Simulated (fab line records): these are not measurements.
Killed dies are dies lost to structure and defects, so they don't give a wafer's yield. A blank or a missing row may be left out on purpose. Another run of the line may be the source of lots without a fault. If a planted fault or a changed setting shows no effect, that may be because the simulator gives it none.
Chamber matching / flow gf180mcu / GF_V3_CVD_00 on hdpcvd-02 has 3 sister chambers
The step deposits SiO2, target thk 600 nm, time 100 s. 6 wafers are shown with their chamber, then 7 later ones without.

== WAFERS WITH THEIR CHAMBER ==
wafer=L691.2; chamber=0; sih4_flow_sccm (sccm)=60.21
wafer=L692.3; chamber=0; sih4_flow_sccm (sccm)=59.81
wafer=L693.2; chamber=2; sih4_flow_sccm (sccm)=60.23
wafer=L693.4; chamber=2; sih4_flow_sccm (sccm)=60.18
wafer=L694.2; chamber=1; sih4_flow_sccm (sccm)=59.88
wafer=L694.4; chamber=1; sih4_flow_sccm (sccm)=59.76

== WAFERS WITH NO CHAMBER GIVEN ==
wafer=L694.5; sih4_flow_sccm (sccm)=59.89
wafer=L698.1; sih4_flow_sccm (sccm)=59.96
wafer=L698.3; sih4_flow_sccm (sccm)=59.84
wafer=L698.6; sih4_flow_sccm (sccm)=59.97
wafer=L710.2; sih4_flow_sccm (sccm)=60.31
wafer=L710.3; sih4_flow_sccm (sccm)=59.81
wafer=L710.5; sih4_flow_sccm (sccm)=60.11

== WHICH CHAMBER EACH ONE RAN IN ==
wafer=L694.5; from the rows above=can't be placed: 1 or 0 or 2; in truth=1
wafer=L698.1; from the rows above=can't be placed: 0 or 1 or 2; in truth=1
wafer=L698.3; from the rows above=can't be placed: 1 or 0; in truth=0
wafer=L698.6; from the rows above=can't be placed: 0 or 1 or 2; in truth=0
wafer=L710.2; from the rows above=can't be placed: 2 or 0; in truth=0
wafer=L710.3; from the rows above=can't be placed: 1 or 0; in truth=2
wafer=L710.5; from the rows above=can't be placed: 2 or 0 or 1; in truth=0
Correctly placed: 0 of 7. These rows do not allow placing 7 (true chamber among the candidates in 6). Wrongly placed: 0.
How it was worked out, from the rows above alone: a wafer's distance from a chamber is the root of the sum, over the readings, of the square of ((its reading less the chamber's mean) divided by the reading's scatter). If the next closest chamber is less than 2 further off than the closest, the wafer can't be placed; otherwise it belongs to the closest. Each chamber's mean is taken over the wafers shown for it. The scatter: take each reading less its chamber's mean, square it, sum over the shown wafers, divide by the number of wafers less the number of chambers, and take the root.
